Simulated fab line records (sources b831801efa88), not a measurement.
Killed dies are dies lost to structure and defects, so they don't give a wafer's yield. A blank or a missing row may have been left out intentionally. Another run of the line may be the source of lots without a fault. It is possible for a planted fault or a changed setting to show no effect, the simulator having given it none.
fab line records	flow sky130
record: lots: 6	wafers: 18	last_day: 49
route steps=708 shown FIELD_ISO@21 NWELL@32 DNWELL@36 PWDE@45 SONOS_ONO@183 PAD_OPEN@708
lots untouched by any fault: they come from a run of this same line in which no faults occurred
start_h: hours from the record's opening day to when the first of the lot's shown wafers began	wait_h: hours from the lot's prior step to this one	" unchanged from the row above	L1.1+2: a single row standing in for several wafers	- value missing, or start not given	* or withheld: withheld	< > ~ a bound
route shown NAME@n: a module of which the file shows steps, and the number in the route of the first	usual: the fault-free wafers' mean and standard deviation	same: alike in all rows	chamber/n: place in a boat	sites: per-site readings	_std_site: standard deviation of those values	_edge_site: mean of outer sites minus mean of inner sites	radius_mm: how far each site lies from the wafer's centre	mask NAME#n: copy n	behind: the last tool/chamber to shape the wafer	hold: the reason the lot was held/the length of the hold in hours/how it ended	device: whichever transistor did not switch (one of n, p or np)	end of line: the tests these same wafers got at the end of their route	where a step has no rows: the recipe by itself	killed: dies that structure and defects cost at the first sort, which is not the same as the wafer's yield	map: the dies of a wafer, with x for killed, . for not killed, _ for no die there
set.NAME: the setting the step ran with; set.NAME@STEP: the setting that earlier step ran with	model.NAME: the simulator's own value behind a step, which no gauge read
lots at selected steps of the route; one table per step, one row per wafer
services: when a tool's chamber went out of use (start_h, in hours from the record's first day, below 0 if earlier), for how many hours, and the reason
== steps ==
step: SKY_FIELD_ISO_CLEAN_20
recipe: chemistry: dHF	time_s: 20	dilution: 100:1
step: SKY_FIELD_ISO_WET_ETCH_21
recipe: chemistry: dHF	dilution: 100:1	target_depth_nm: 20	dry: ipa_marangoni	target: SiO2	temp_c: 25	time_s: 400
step: SKY_FIELD_ISO_OXIDATION_22
recipe: temp_c: 950	ambient: O2	stabilise_s: 600	purge_s: 300	target_thk_a: 100	ox_time_s: 623
step: SKY_FIELD_ISO_THK_MEAS_23
recipe: reads: SiO2_of_FIELD_ISO_OXIDATION_22
usual: FIELD_ISO_OXIDATION_01_THK: 9.98/0.19
lot.wafer	tool	chamber	start_h	wait_h	FIELD_ISO_OXIDATION_01_THK[nm]
L368.4	film_metro-01	-	35.38	0.0	9.67
L368.5	"	-	"	"	9.84
L368.6	"	-	"	"	9.49
L372.2	film_metro-04	-	57.26	0.0	9.69
L372.4	"	-	"	"	9.59
L372.5	"	-	"	"	9.66
L373.2	film_metro-04	-	62.43	0.0	9.82
L373.3	"	-	"	"	9.99
L373.6	"	-	"	"	10.00
L378.1	film_metro-04	-	90.39	0.0	10.23
L378.2	"	-	"	"	10.21
L378.5	"	-	"	"	10.12
L379.3	film_metro-01	-	99.09	0.0	10.23
L379.4	"	-	"	"	10.26
L379.6	"	-	"	"	10.13
L386.2	film_metro-02	-	132.21	0.0	9.85
L386.3	"	-	"	"	9.98
L386.6	"	-	"	"	9.90
step: SKY_FIELD_ISO_CVD_24
recipe: material: SiO2	target_thk_nm: 595	temp_c: 650	sigma_open_frac: 0.3	time_s: 99.2	sih4_flow_sccm: 60	pressure_mtorr: 6
step: SKY_FIELD_ISO_THK_MEAS_25
recipe: reads: SiO2_of_FIELD_ISO_CVD_24
usual: FIELD_ISO_CVD_24_THK: 596/6.3
lot.wafer	tool	chamber	start_h	wait_h	FIELD_ISO_CVD_24_THK[nm]
L368.4	film_metro-01	-	35.52	0.0	595
L368.5	"	-	"	"	590
L368.6	"	-	"	"	595
L372.2	film_metro-02	-	57.39	0.0	595
L372.4	"	-	"	"	594
L372.5	"	-	"	"	588
L373.2	film_metro-02	-	62.56	0.0	595
L373.3	"	-	"	"	597
L373.6	"	-	"	"	605
L378.1	film_metro-02	-	90.52	0.0	595
L378.2	"	-	"	"	594
L378.5	"	-	"	"	588
L379.3	film_metro-01	-	99.22	0.1	603
L379.4	"	-	"	"	608
L379.6	"	-	"	"	605
L386.2	film_metro-01	-	132.34	0.0	617
L386.3	"	-	"	"	601
L386.6	"	-	"	"	614
step: SKY_FIELD_ISO_ANNEAL_26
recipe: temp_c: 1000	time_s: 1800	ambient: N2
step: SKY_FIELD_ISO_CMP_27
recipe: stop_on: Si3N4	t_overpolish_s: 16	down_force_psi: 4	platen_rpm: 60	target_thk_nm: 457.8	pad_velocity_m_s: 0.94248
usual: motor_current_A: 11.0/1	overpolish_run_s: 15.999/0.0091	time_to_endpoint_s: 113/4.7
lot.wafer	tool	chamber	start_h	wait_h	motor_current_A	overpolish_run_s	time_to_endpoint_s
L368.4	cmp-01	1	37.10	0.1	12.5	15.994	107
L368.6	"	0	"	"	9.9	16.016	110
L368.5	"	1	"	"	12.8	15.977	109
L372.2	cmp-01	2	58.99	0.1	11.1	16.007	112
L372.4	"	0	"	"	10.8	16.004	111
L372.5	"	2	"	"	11.1	15.987	110
L373.3	cmp-01	0	64.46	0.1	9.8	15.988	112
L373.2	"	2	"	"	10.9	16.005	114
L373.6	"	3	"	"	9.7	15.993	115
L378.1	cmp-01	3	96.55	0.0	10.0	15.985	110
L378.2	"	0	"	"	10.0	16.010	109
L378.5	"	0	"	"	10.4	16.008	112
L379.3	cmp-02	0	103.32	0.1	10.9	15.993	114
L379.4	"	1	"	"	12.5	16.009	116
L379.6	"	3	"	"	10.8	15.990	123
L386.2	cmp-02	1	135.05	0.0	12.5	15.997	117
L386.3	"	2	"	"	12.3	16.001	113
L386.6	"	2	"	"	12.3	16.005	117
step: SKY_FIELD_ISO_WET_ETCH_28
recipe: chemistry: dHF	target_depth_nm: 23.7	target: SiO2	dilution: 10:1	temp_c: 25	time_s: 47
step: SKY_FIELD_ISO_WET_ETCH_29
recipe: chemistry: H3PO4	target_depth_nm: 160	target: Si3N4	temp_c: 160	time_s: 1825
step: SKY_FIELD_ISO_WET_ETCH_30
recipe: chemistry: dHF	target_depth_nm: 25	target: SiO2	dilution: 10:1	temp_c: 25	time_s: 50
step: SKY_NWELL_CLEAN_00
recipe: chemistry: SC1/SC2	mix: 1:4:20	temp_c: 70	time_s: 150	dry: n2_spin
step: SKY_NWELL_OXIDATION_01
recipe: temp_c: 900	ambient: O2	stabilise_s: 600	purge_s: 300	target_thk_a: 100	ox_time_s: 1418
usual: spike_tc_bottom_C: 920.0/2.8	spike_tc_centre_C: 900.9/0.94	spike_tc_lower_C: 900.7/1.6	spike_tc_upper_C: 900.5/1.3	tube_center_temp_C: 900/0.08	tube_center_temp_C_max: 902.3/0.37	zone_power_bottom_pct: 29.4/2.6	zone_power_top_pct: 34.2/0.36
same: ox_time_s: 1418
lot.wafer	tool	chamber	start_h	wait_h	spike_tc_bottom_C	spike_tc_centre_C	spike_tc_lower_C	spike_tc_upper_C	tube_center_temp_C	tube_center_temp_C_max	zone_power_bottom_pct	zone_power_top_pct	model.SiO2_of_NWELL_OXIDATION_01.thk_nm
L368.4	furnace-02	0	38.04	0.1	921.6	901.5	902.6	902.0	900.03	903.1	27.2	34.8	9.995
L368.5	"	0	"	"	922.8	901.6	901.0	900.8	899.9	902.3	27.0	33.7	10.01
L368.6	"	0	"	"	923.3	900.7	901.8	901.2	899.94	902.1	26.9	34.2	10.02
L372.2	furnace-01	0	59.86	0.0	916.8	899.1	897.9	899.3	900.03	903.0	31.9	34.2	9.867
L372.4	"	0	"	"	918.9	901.1	898.8	900.2	899.94	901.9	31.6	34.0	9.767
L372.5	"	0	"	"	916.4	901.0	897.8	899.2	900.02	902.4	32.4	34.7	9.854
L373.2	furnace-01	0	66.07	0.7	897.2	880.6	879.5	880.4	879.82	882.6	31.2	32.8	8.032
L373.3	"	0	"	"	897.1	881.8	878.5	879.4	879.74	882.4	30.7	33.7	8.081
L373.6	"	0	"	"	898.9	881.5	878.5	880.2	879.82	882.0	30.1	32.7	8.071
L378.1	furnace-02	0	100.32	2.9	921.2	900.3	900.7	901.6	900.09	902.3	26.6	34.2	9.645
L378.2	"	0	"	"	921.4	900.3	901.6	900.3	900.14	902.3	27.0	34.9	9.723
L378.5	"	0	"	"	924.0	899.5	901.4	903.0	899.94	902.8	27.2	33.9	9.695
L379.3	furnace-01	0	105.20	1.1	897.2	881.3	878.0	879.4	879.75	882.6	30.5	32.5	8.041
L379.4	"	0	"	"	898.3	880.8	878.2	880.9	879.81	881.8	30.4	33.0	8.068
L379.6	"	0	"	"	897.5	880.0	879.7	879.8	879.76	882.0	30.9	32.9	8.109
L386.2	furnace-02	0	136.63	0.7	922.0	900.5	901.0	900.4	899.94	901.8	27.2	33.8	10.12
L386.3	"	0	"	"	921.7	900.7	903.6	900.2	899.93	902.3	27.0	34.2	10.03
L386.6	"	0	"	"	922.7	898.5	901.6	900.6	900.04	902.3	27.1	34.5	10.18
step: SKY_NWELL_THK_MEAS_02
recipe: reads: SiO2_of_NWELL_OXIDATION_01
usual: NWELL_OXIDATION_THK: 10.02/0.16
lot.wafer	tool	chamber	start_h	wait_h	hold	NWELL_OXIDATION_THK[nm]
L368.4	film_metro-04	-	39.47	0.0	-	9.98
L368.5	"	-	"	"	-	10.03
L368.6	"	-	"	"	-	10.03
L372.2	film_metro-04	-	61.26	0.0	-	9.87
L372.4	"	-	"	"	-	9.76
L372.5	"	-	"	"	-	9.81
L373.2	film_metro-04	-	67.47	0.0	await_dispo/0.2h/release	8.04
L373.3	"	-	"	"	await_dispo/0.2h/release	8.08
L373.6	"	-	"	"	await_dispo/0.2h/release	8.07
L373.2	film_metro-04	-	67.70	0.2	-	8.03
L373.3	"	-	"	"	-	8.06
L373.6	"	-	"	"	-	8.05
L378.1	film_metro-04	-	101.72	0.0	-	9.67
L378.2	"	-	"	"	-	9.72
L378.5	"	-	"	"	-	9.68
L379.3	film_metro-02	-	106.65	0.1	await_dispo/0.2h/release	8.05
L379.4	"	-	"	"	await_dispo/0.2h/release	8.09
L379.6	"	-	"	"	await_dispo/0.2h/release	8.14
L379.3	film_metro-02	-	106.88	0.2	-	8.03
L379.4	"	-	"	"	-	8.03
L379.6	"	-	"	"	-	8.12
L386.2	film_metro-02	-	138.04	0.0	-	10.14
L386.3	"	-	"	"	-	10.04
L386.6	"	-	"	"	-	10.17
step: SKY_DNWELL_HMDS_01
recipe: prime_time_s: 60	prime_temp_c: 120
step: SKY_DNWELL_COAT_02
recipe: spin_rpm: 2000	resist_thk_nm: 3000
step: SKY_DNWELL_SOFTBAKE_03
recipe: temp_c: 110.4	time_s: withheld
step: SKY_DNWELL_EXPOSE_04
recipe: mask_id: DNM	na: 0.57	target_cd_nm: 3000	dose_mj: 222
step: SKY_DNWELL_PEB_05
recipe: temp_c: 115	time_s: withheld
step: SKY_DNWELL_DEVELOP_06
recipe: wall_angle_deg: 90	developer: TMAH	develop_time_s: 60	dev_temp_c: 23
step: SKY_DNWELL_IMPLANT_07
recipe: species: P	energy_kev: withheld	dose_cm2: withheld	tilt_deg: withheld
step: SKY_DNWELL_STRIP_08
recipe: chemistry: O2/N2	power_w: 1400	pressure_mtorr: 1500	platen_temp_c: withheld	o2_flow_sccm: 3000	n2_flow_sccm: 300	overash_fraction: 0.5
usual: drypump_motor_current_A: 5.7/0.46	oes_product_au: 0.722/0.0047	strip_time_to_endpoint_s: 36.96/0.11
lot.wafer	tool	chamber	start_h	wait_h	drypump_motor_current_A	oes_product_au	rf_hours_counter_h	strip_time_to_endpoint_s
L368.4	plasma_asher-01	1	55.22	0.1	6.2	0.725	-	36.93
L368.5	"	0	"	"	5.4	0.720	-	37.05
L368.6	"	1	"	"	6.2	0.715	-	37.09
L372.2	plasma_asher-01	1	78.34	0.1	6.2	0.732	40	36.81
L372.4	"	1	"	"	6.2	0.718	-	36.85
L372.5	"	0	"	"	5.4	0.714	-	36.83
L373.2	plasma_asher-02	0	84.69	0.1	5.2	0.720	28	36.91
L373.3	"	0	"	"	5.2	0.722	-	36.88
L373.6	"	1	"	"	5.2	0.721	-	37.02
L378.1	plasma_asher-03	1	119.74	0.1	5.9	0.722	42	36.78
L378.2	"	0	"	"	6.3	0.723	42	36.92
L378.5	"	1	"	"	5.9	0.716	-	36.93
L379.3	plasma_asher-02	0	125.66	0.1	5.1	0.728	-	36.93
L379.4	"	1	"	"	5.2	0.720	-	36.92
L379.6	"	1	"	"	5.2	0.726	-	36.84
L386.2	plasma_asher-03	1	156.99	0.1	5.9	0.719	46	36.93
L386.3	"	1	"	"	5.9	0.721	-	37.02
L386.6	"	1	"	"	5.9	0.725	-	36.98
step: SKY_DNWELL_TW_MEAS_09
usual: DNWELL_TW: 1115/9.3
lot.wafer	tool	chamber	start_h	wait_h	DNWELL_TW
L368.4	film_metro-03	-	55.32	0.1	1106
L368.5	"	-	"	"	1104
L368.6	"	-	"	"	1107
L372.2	film_metro-02	-	78.45	0.1	1120
L372.4	"	-	"	"	1123
L372.5	"	-	"	"	1122
L373.2	film_metro-03	-	84.80	0.1	1094
L373.3	"	-	"	"	1099
L373.6	"	-	"	"	1093
L378.1	film_metro-04	-	119.84	0.1	1119
L378.2	"	-	"	"	1124
L378.5	"	-	"	"	1121
L379.3	film_metro-03	-	125.75	0.1	1117
L379.4	"	-	"	"	1114
L379.6	"	-	"	"	1119
L386.2	film_metro-03	-	157.10	0.1	1114
L386.3	"	-	"	"	1107
L386.6	"	-	"	"	1101
step: SKY_PWDE_DEHYDRATE_00
recipe: temp_c: 200	time_s: 60
step: SKY_PWDE_HMDS_01
recipe: prime_time_s: 60	prime_temp_c: 120
step: SKY_PWDE_COAT_02
recipe: spin_rpm: 2000	resist_thk_nm: 3000
step: SKY_PWDE_SOFTBAKE_03
recipe: temp_c: 110	time_s: withheld
step: SKY_PWDE_EXPOSE_04
recipe: mask_id: PWDEM	na: 0.6	source_shape: conventional	sigma_outer: 0.6	polarization: unpolarized	target_cd_nm: 840	dose_mj: 214
step: SKY_PWDE_PEB_05
recipe: temp_c: 115	time_s: withheld
step: SKY_PWDE_DEVELOP_06
recipe: wall_angle_deg: 90	developer: TMAH	develop_time_s: 60	dev_temp_c: 23
step: SKY_PWDE_OVL_MEAS_07
usual: PWDE_OVL: -0.4/1.3
lot.wafer	tool	chamber	start_h	wait_h	PWDE_OVL[nm]
L368.4	overlay-02	-	71.51	-	-1.3
L368.5	"	-	"	"	-1.5
L368.6	"	-	"	"	-0.2
L372.2	overlay-02	-	95.88	-	0.9
L372.4	"	-	"	"	1.2
L372.5	"	-	"	"	1.6
L373.2	overlay-02	-	101.98	-	0.5
L373.3	"	-	"	"	0.1
L373.6	"	-	"	"	1.0
L378.1	overlay-02	-	138.68	-	-1.9
L378.2	"	-	"	"	-2.0
L378.5	"	-	"	"	-2.4
L379.3	overlay-02	-	145.54	-	-2.2
L379.4	"	-	"	"	-1.9
L379.6	"	-	"	"	-1.2
L386.2	overlay-02	-	177.75	-	-1.8
L386.3	"	-	"	"	-1.4
L386.6	"	-	"	"	-2.7
step: SKY_PWDE_IMPLANT_08
recipe: species: B	energy_kev: 150	dose_cm2: 3.6e+12	tilt_deg: withheld
step: SKY_PWDE_STRIP_09
recipe: chemistry: O2/N2	power_w: 1400	pressure_mtorr: 1500	platen_temp_c: withheld	o2_flow_sccm: 3000	n2_flow_sccm: 300	overash_fraction: 0.5
usual: drypump_motor_current_A: 5.9/0.36	oes_product_au: 0.723/0.0049	strip_time_to_endpoint_s: 36.94/0.12
lot.wafer	tool	chamber	start_h	wait_h	drypump_motor_current_A	oes_product_au	rf_hours_counter_h	strip_time_to_endpoint_s
L368.4	plasma_asher-04	0	71.71	0.1	6.3	0.726	-	37.00
L368.5	"	0	"	"	6.2	0.733	-	37.00
L368.6	"	1	"	"	5.6	0.718	-	36.98
L372.2	plasma_asher-04	0	96.06	0.1	6.3	0.722	39	36.71
L372.4	"	0	"	"	6.3	0.721	-	36.90
L372.5	"	1	"	"	5.5	0.725	-	36.88
L373.2	plasma_asher-03	0	102.16	0.1	6.3	0.725	41	36.83
L373.3	"	0	"	"	6.3	0.726	-	36.82
L373.6	"	0	"	"	6.3	0.719	-	36.86
L378.1	plasma_asher-01	0	138.86	0.1	5.4	0.717	2	36.98
L378.2	"	1	"	"	6.2	0.727	2	36.82
L378.5	"	1	"	"	6.2	0.726	-	36.94
L379.3	plasma_asher-03	1	145.75	0.1	5.9	0.732	-	36.75
L379.4	"	0	"	"	6.3	0.722	-	36.71
L379.6	"	0	"	"	6.3	0.727	-	36.80
L386.2	plasma_asher-01	1	177.93	0.1	6.2	0.723	6	37.21
L386.3	"	1	"	"	6.2	0.724	-	37.07
L386.6	"	0	"	"	5.4	0.724	-	37.04
step: SKY_PWDE_TW_MEAS_10
usual: PWDE_TW: 375/3.2
lot.wafer	tool	chamber	start_h	wait_h	PWDE_TW
L368.4	film_metro-03	-	71.81	0.1	374
L368.5	"	-	"	"	374
L368.6	"	-	"	"	373
L372.2	film_metro-03	-	96.17	0.1	372
L372.4	"	-	"	"	371
L372.5	"	-	"	"	370
L373.2	film_metro-03	-	102.27	0.1	372
L373.3	"	-	"	"	372
L373.6	"	-	"	"	372
L378.1	film_metro-02	-	138.96	0.1	377
L378.2	"	-	"	"	378
L378.5	"	-	"	"	377
L379.3	film_metro-03	-	145.83	0.1	371
L379.4	"	-	"	"	371
L379.6	"	-	"	"	373
L386.2	film_metro-02	-	178.04	0.1	376
L386.3	"	-	"	"	377
L386.6	"	-	"	"	375
step: SKY_NWELL_DEHYDRATE_03
recipe: temp_c: 200	time_s: 60
step: SKY_NWELL_HMDS_04
recipe: prime_time_s: 60	prime_temp_c: 120
step: SKY_NWELL_COAT_05
recipe: spin_rpm: 2000	resist_thk_nm: 3000
step: SKY_NWELL_SOFTBAKE_06
recipe: temp_c: 110	time_s: withheld
step: SKY_NWELL_EXPOSE_07
recipe: mask_id: NWM	na: 0.6	source_shape: conventional	sigma_outer: 0.6	polarization: unpolarized	target_cd_nm: 840	dose_mj: 255
step: SKY_NWELL_PEB_08
recipe: temp_c: 115	time_s: withheld
step: SKY_NWELL_DEVELOP_09
recipe: wall_angle_deg: 90	developer: TMAH	develop_time_s: 60	dev_temp_c: 23
step: SKY_SONOS_ONO_ETCH_15
recipe: target_depth_nm: 19.52	chemistry: CHF3/O2	source_w: 600	bias_w: 200	pressure_mtorr: 40	chf3_flow_sccm: 50	O2_flow_sccm: 5	time_s: 7.8
usual: drypump_motor_current_A: 5.7/0.41	oes_product_au: 0.999/0.0089	throttle_valve_pct: 8.823/0.0087
lot.wafer	tool	chamber	start_h	wait_h	drypump_motor_current_A	oes_product_au	rf_hours_counter_h	throttle_valve_pct	model.SiO2_of_NWELL_OXIDATION_01.thk_nm
L368.4	rie_diel-04	3	285.18	0.0	5.0	0.992	121	8.813	5.526
L368.5	"	3	"	"	5.0	1.001	-	8.821	5.511
L368.6	"	0	"	"	5.0	0.993	-	8.821	5.527
L372.2	rie_diel-02	3	323.70	0.0	6.0	1.009	1	8.829	5.296
L372.4	"	0	"	"	5.9	0.999	72	8.842	5.196
L372.5	"	3	"	"	6.0	1.006	-	8.815	5.282
L373.2	rie_diel-01	1	335.23	0.0	5.8	0.997	2	8.825	3.546
L373.3	"	2	"	"	6.3	0.982	10	8.838	3.63
L373.6	"	3	"	"	5.3	0.986	-	8.808	3.631
L378.1	rie_diel-01	1	385.03	0.0	5.7	1.014	3	8.824	5.048
L378.2	"	2	"	"	6.3	1.004	11	8.821	5.207
L378.5	"	2	"	"	6.3	0.993	-	8.816	5.191
L379.3	rie_diel-02	2	394.42	0.0	6.3	0.998	98	8.817	3.501
L379.4	"	1	"	"	5.4	1.007	2	8.813	3.467
L379.6	"	2	"	"	6.3	0.999	-	8.820	3.559
L386.2	rie_diel-01	2	443.29	0.0	6.3	0.997	12	8.834	5.602
L386.3	"	3	"	"	5.3	0.994	4	8.813	5.518
L386.6	"	0	"	"	5.5	0.996	-	8.825	5.674
step: SKY_PAD_OPEN_PROBE_99
usual: killed_at_M0_to_M3: 43/7.7	killed_at_M4_up: 3.4/1.9	killed_at_contacts: 25/5.6	killed_at_front_end: 14/4.3	killed_at_other: 0.2/0.5	killed_dies: 86/10	killed_open: 47/7.2	killed_short: 39/6.7
same: gross_dies: 492	killed_at_back_side: 0
lot.wafer	tool	chamber	start_h	wait_h	killed_at_M0_to_M3	killed_at_M4_up	killed_at_contacts	killed_at_front_end	killed_at_other	killed_dies	killed_open	killed_short	model.etest.pfet_g5v0d10v5.off_log10_a_um	model.etest.pfet_16v.vt_v	model.etest.pfet_g5v0d10v5.vt_long_v
L368.4	prober-01	-	1079.29	0.2	37	1	26	19	0	83	54	29	-12.63	-1.117	-0.9423
L368.5	prober-01	-	1079.34	0.2	30	2	30	16	1	79	39	40	-12.94	-1.115	-0.9422
L368.6	prober-01	-	1079.39	0.2	46	2	22	14	1	85	44	41	-12.97	-1.119	-0.9487
L372.2	prober-01	-	1109.16	0.1	50	3	14	18	0	85	41	44	-12.6	-1.102	-0.9326
L372.4	prober-01	-	1109.26	0.2	45	5	28	15	0	93	57	36	-12.85	-1.103	-0.9331
L372.5	prober-01	-	1109.31	0.2	49	2	23	13	0	87	49	38	-12.78	-1.094	-0.9232
L373.2	prober-02	-	1120.38	0.1	47	2	24	18	0	91	56	35	-11.89	-1.054	-0.8946
L373.3	prober-02	-	1120.43	0.2	37	4	26	5	0	72	42	30	-12.14	-1.059	-0.8949
L373.6	prober-02	-	1120.58	0.2	42	1	21	17	0	81	51	30	-11.85	-1.059	-0.8981
L378.1	prober-01	-	1153.21	0.1	34	6	27	9	0	76	43	33	-12.48	-1.096	-0.9271
L378.2	prober-01	-	1153.26	0.1	54	7	12	11	0	84	47	37	-12.34	-1.096	-0.9258
L378.5	prober-01	-	1153.41	0.2	37	3	22	11	0	73	40	33	-12.42	-1.101	-0.9343
L379.3	prober-02	-	1154.49	0.2	30	3	24	19	0	76	41	35	-12.15	-1.069	-0.9033
L379.4	prober-02	-	1154.54	0.2	41	0	18	14	0	73	38	35	-12.65	-1.07	-0.9085
L379.6	prober-02	-	1154.64	0.2	52	3	28	12	0	95	50	45	-12.43	-1.066	-0.9022
L386.2	prober-01	-	1186.31	0.1	43	10	23	9	1	86	51	35	-12.91	-1.119	-0.9466
L386.3	prober-01	-	1186.36	0.2	51	7	21	15	0	94	45	49	-12.77	-1.123	-0.9519
L386.6	prober-01	-	1186.51	0.2	48	3	23	19	0	93	59	34	-12.64	-1.123	-0.9533
killed by level:class
L368.4 LI_CONTACT:geometric_particle:open=11 FIELD_ISO:geometric_particle:open=8 CONTACT:geometric_particle:open=8 VIA1:geometric_particle:open=8 VIA3:geometric_particle:open=7 METAL1:geometric_particle:short=6 POLY_GATE:geometric_particle:open=4 METAL2:geometric_particle:short=4
L368.5 CONTACT:geometric_particle:open=9 CONTACT:geometric_particle:short=7 METAL2:geometric_particle:short=7 LI_CONTACT:geometric_particle:open=6 VIA2:geometric_particle:open=5 VIA3:geometric_particle:short=4 LOCAL_INTERCONNECT:geometric_particle:short=4 FIELD_ISO:geometric_particle:short=3
L368.6 VIA1:geometric_particle:open=11 METAL2:geometric_particle:short=8 LI_CONTACT:geometric_particle:open=6 CONTACT:geometric_particle:open=6 VIA3:geometric_particle:open=6 METAL1:geometric_particle:short=5 FIELD_ISO:geometric_particle:open=4 LOCAL_INTERCONNECT:geometric_particle:short=4
L372.2 VIA2:geometric_particle:open=8 VIA1:geometric_particle:open=8 FIELD_ISO:geometric_particle:open=6 METAL1:geometric_particle:short=6 METAL3:geometric_particle:short=6 VIA3:geometric_particle:short=5 POLY_GATE:geometric_particle:open=5 METAL2:geometric_particle:short=5
L372.4 VIA1:geometric_particle:open=15 CONTACT:geometric_particle:open=12 VIA3:geometric_particle:open=10 FIELD_ISO:geometric_particle:short=7 VIA2:geometric_particle:open=7 LI_CONTACT:geometric_particle:open=6 LI_CONTACT:geometric_particle:short=5 POLY_GATE:geometric_particle:open=4
L372.5 VIA1:geometric_particle:open=10 VIA3:geometric_particle:open=10 VIA2:geometric_particle:open=7 VIA2:geometric_particle:short=6 CONTACT:geometric_particle:open=6 LOCAL_INTERCONNECT:geometric_particle:short=5 LI_CONTACT:geometric_particle:open=4 METAL1:geometric_particle:short=4
L373.2 METAL2:geometric_particle:short=11 CONTACT:geometric_particle:open=9 VIA1:geometric_particle:open=8 LI_CONTACT:geometric_particle:open=8 VIA3:geometric_particle:open=8 VIA2:geometric_particle:open=6 POLY_GATE:geometric_particle:open=5 FIELD_ISO:geometric_particle:open=4
L373.3 CONTACT:geometric_particle:open=11 VIA1:geometric_particle:open=11 LI_CONTACT:geometric_particle:open=7 VIA3:geometric_particle:open=6 METAL1:geometric_particle:short=5 POLY_GATE:geometric_particle:short=4 LI_CONTACT:geometric_particle:short=3 VIA1:geometric_particle:short=3
L373.6 VIA1:geometric_particle:open=14 CONTACT:geometric_particle:open=7 LI_CONTACT:geometric_particle:open=5 LI_CONTACT:geometric_particle:short=5 VIA1:geometric_particle:short=5 METAL2:geometric_particle:short=5 FIELD_ISO:geometric_particle:short=4 FIELD_ISO:geometric_particle:open=4
L378.1 VIA1:geometric_particle:open=12 LI_CONTACT:geometric_particle:open=11 CONTACT:geometric_particle:open=6 LOCAL_INTERCONNECT:geometric_particle:short=5 VIA2:geometric_particle:open=5 METAL4:geometric_particle:short=5 CONTACT:geometric_particle:short=4 VIA1:geometric_particle:short=4
L378.2 VIA2:geometric_particle:open=12 VIA1:geometric_particle:open=9 METAL1:geometric_particle:short=8 VIA3:geometric_particle:open=8 METAL4:geometric_particle:short=5 CONTACT:geometric_particle:open=4 VIA2:geometric_particle:short=4 VIA3:geometric_particle:short=4
L378.5 VIA1:geometric_particle:open=9 CONTACT:geometric_particle:open=8 LI_CONTACT:geometric_particle:open=7 VIA1:geometric_particle:short=5 METAL2:geometric_particle:short=5 VIA2:geometric_particle:open=5 POLY_GATE:geometric_particle:short=4 METAL1:geometric_particle:short=4
L379.3 CONTACT:geometric_particle:open=9 CONTACT:geometric_particle:short=7 LI_CONTACT:geometric_particle:open=6 POLY_GATE:geometric_particle:short=5 VIA1:geometric_particle:open=5 POLY_GATE:geometric_particle:open=4 VIA2:geometric_particle:open=4 METAL3:geometric_particle:short=4
L379.4 CONTACT:geometric_particle:open=10 VIA1:geometric_particle:open=10 METAL2:geometric_particle:short=7 VIA1:geometric_particle:short=6 FIELD_ISO:geometric_particle:short=5 VIA3:geometric_particle:open=5 METAL1:geometric_particle:short=4 FIELD_ISO:geometric_particle:open=3
L379.6 VIA1:geometric_particle:short=11 VIA1:geometric_particle:open=10 LI_CONTACT:geometric_particle:open=10 CONTACT:geometric_particle:short=7 CONTACT:geometric_particle:open=6 VIA3:geometric_particle:open=6 VIA2:geometric_particle:open=6 VIA3:geometric_particle:short=4
L386.2 CONTACT:geometric_particle:open=11 VIA1:geometric_particle:open=11 METAL4:geometric_particle:short=8 VIA2:geometric_particle:open=6 VIA3:geometric_particle:open=6 METAL1:geometric_particle:short=5 METAL2:geometric_particle:short=5 LI_CONTACT:geometric_particle:open=4
L386.3 METAL2:geometric_particle:short=10 LI_CONTACT:geometric_particle:open=8 VIA3:geometric_particle:open=8 CONTACT:geometric_particle:open=7 VIA1:geometric_particle:short=7 VIA1:geometric_particle:open=6 FIELD_ISO:geometric_particle:short=5 VIA2:geometric_particle:short=5
L386.6 VIA1:geometric_particle:open=13 VIA2:geometric_particle:open=9 CONTACT:geometric_particle:open=8 FIELD_ISO:geometric_particle:open=6 LI_CONTACT:geometric_particle:open=6 CONTACT:geometric_particle:short=6 VIA1:geometric_particle:short=6 VIA3:geometric_particle:open=5
== services ==
tool	chamber	start_h	hours	kind
cmp-01	-	54.03	1.7	repair
cmp-01	-	54.54	2.5	repair
cmp-01	-	72.74	0.5	repair
plasma_asher-03	-	73.73	0.5	repair
cmp-01	-	94.20	1.6	repair
cmp-01	-	99.20	3.4	pm
plasma_asher-01	-	108.75	9.0	pm
cmp-01	-	132.56	8.8	pm
cmp-01	-	155.74	0.6	repair
plasma_asher-01	-	201.45	14.6	pm
cmp-01	-	211.22	1.5	repair
cmp-01	-	218.74	13.2	pm
cmp-01	-	232.00	4.0	pm
cmp-01	-	239.18	1.0	repair
cmp-01	-	240.83	1.7	repair
plasma_asher-03	-	289.90	7.0	repair
cmp-01	-	307.52	2.0	repair
plasma_asher-01	-	377.05	0.9	repair
cmp-01	-	378.18	2.8	repair
cmp-01	-	410.81	1.7	repair
cmp-01	-	415.55	1.1	repair
plasma_asher-03	-	421.25	9.0	pm
cmp-01	-	429.54	3.6	repair
plasma_asher-01	-	437.47	4.3	pm
== key ==
first_sign: step: SKY_NWELL_OXIDATION_01	reading: tube_center_temp_C	direction: down	sigmas: 99+	usual: *	struck: *
effect: step: SKY_NWELL_OXIDATION_01	reading: tube_center_temp_C_max	direction: down	sigmas: 55	usual: *	struck: *
effect: step: SKY_NWELL_THK_MEAS_02	reading: visit	direction: added
effect: step: SKY_NWELL_THK_MEAS_02	reading: NWELL_OXIDATION_THK	direction: down	sigmas: 12	usual: 10.02	struck: 8.08
model_effect: step: SKY_NWELL_OXIDATION_01	value: SiO2_of_NWELL_OXIDATION_01.thk_nm	without: 10.11	struck: 8.067
model_effect: step: SKY_SONOS_ONO_ETCH_15	value: SiO2_of_NWELL_OXIDATION_01.thk_nm	without: 5.597	struck: 3.556
model_effect: step: SKY_PAD_OPEN_PROBE_99	value: etest.pfet_g5v0d10v5.off_log10_a_um	without: -12.53	struck: -12.19
met_at SKY_NWELL_OXIDATION_01
struck_wafers L373.2,L373.3,L373.6,L379.3,L379.4,L379.6
tester_left_out L373,L379
onset_between 59.86 66.07
fault: kind: process_parameter_drift	tool: furnace-01	chamber: -	onset_h: 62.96	steps: SKY_NWELL_OXIDATION_01	channel: temp_c	offset: *	shape: step	end_h: 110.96	acts_in: *	stated: *
tester_left_out: of these lots the tester's yield and bins aren't shown, on N5 and GAA mostly nor the transistor test; their killed dies are dies lost to structure and defects alone, not to doping, threshold or leakage, so they don't give the yield
